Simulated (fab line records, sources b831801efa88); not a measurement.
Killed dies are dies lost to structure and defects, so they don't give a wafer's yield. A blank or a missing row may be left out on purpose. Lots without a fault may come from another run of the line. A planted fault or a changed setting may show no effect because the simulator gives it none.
Chamber matching | flow sky130 | SKY_METAL3_ETCH_17 on rie_diel-03: 4 sister chambers
The step etches SiO2 in C4F8/O2/Ar, stops on TiN, time 3.9 s, target depth 15 nm. 20 wafers are shown with their chamber, then 10 later ones without.

WAFERS WITH THEIR CHAMBER
wafer  | chamber | oes_product_au (a.u.)
L075.1 | 1       | 0.749
L075.3 | 2       | 0.748
L075.5 | 1       | 0.762
L080.1 | 3       | 0.754
L080.3 | 0       | 0.755
L080.4 | 1       | 0.762
L082.4 | 0       | 0.752
L082.5 | 2       | 0.760
L082.6 | 3       | 0.761
L087.4 | 0       | 0.758
L087.5 | 3       | 0.771
L087.6 | 2       | 0.768
L088.1 | 2       | 0.750
L088.2 | 0       | 0.760
L088.3 | 1       | 0.768
L088.4 | 3       | 0.765
L088.5 | 1       | 0.759
L088.6 | 0       | 0.762
L092.1 | 1       | 0.748
L092.3 | 2       | 0.748

SIGNATURES (means of the wafers above)
reading        | chamber 0 | chamber 1 | chamber 2 | chamber 3 | scatter within a chamber
oes_product_au | 0.75740   | 0.75800   | 0.75480   | 0.76275   | 0.00727
Rule: a wafer's distance from a chamber is the root of the sum, over the readings, of the square of ((its reading less the chamber's mean) divided by the reading's scatter). The wafer belongs to the nearest chamber; if the next one is less than 2 further off, it can't be placed. The scatter: the root of (the sum of the squares of (reading less its chamber's mean) over the shown wafers, divided by (wafers less chambers)).

WAFERS WITHOUT THEIR CHAMBER
wafer  | oes_product_au (a.u.)
L092.6 | 0.755
L094.2 | 0.753
L094.3 | 0.756
L094.4 | 0.756
L095.1 | 0.742
L095.5 | 0.749
L095.6 | 0.750
L096.2 | 0.740
L096.4 | 0.755
L096.6 | 0.747

WHICH CHAMBER EACH WENT THROUGH
wafer  | from the rows above               | in truth
L092.6 | can't be placed: 2 or 0 or 1 or 3 | 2
L094.2 | can't be placed: 2 or 0 or 1 or 3 | 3
L094.3 | can't be placed: 2 or 0 or 1 or 3 | 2
L094.4 | can't be placed: 2 or 0 or 1 or 3 | 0
L095.1 | can't be placed: 2 or 0 or 1 or 3 | 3
L095.5 | can't be placed: 2 or 0 or 1 or 3 | 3
L095.6 | can't be placed: 2 or 0 or 1 or 3 | 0
L096.2 | can't be placed: 2 or 0 or 1 or 3 | 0
L096.4 | can't be placed: 2 or 0 or 1 or 3 | 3
L096.6 | can't be placed: 2 or 0 or 1 or 3 | 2
Placed correctly: 0 of 10. Can't be placed from these rows: 10 (the true chamber is among the candidates in 10). Placed wrongly: 0.
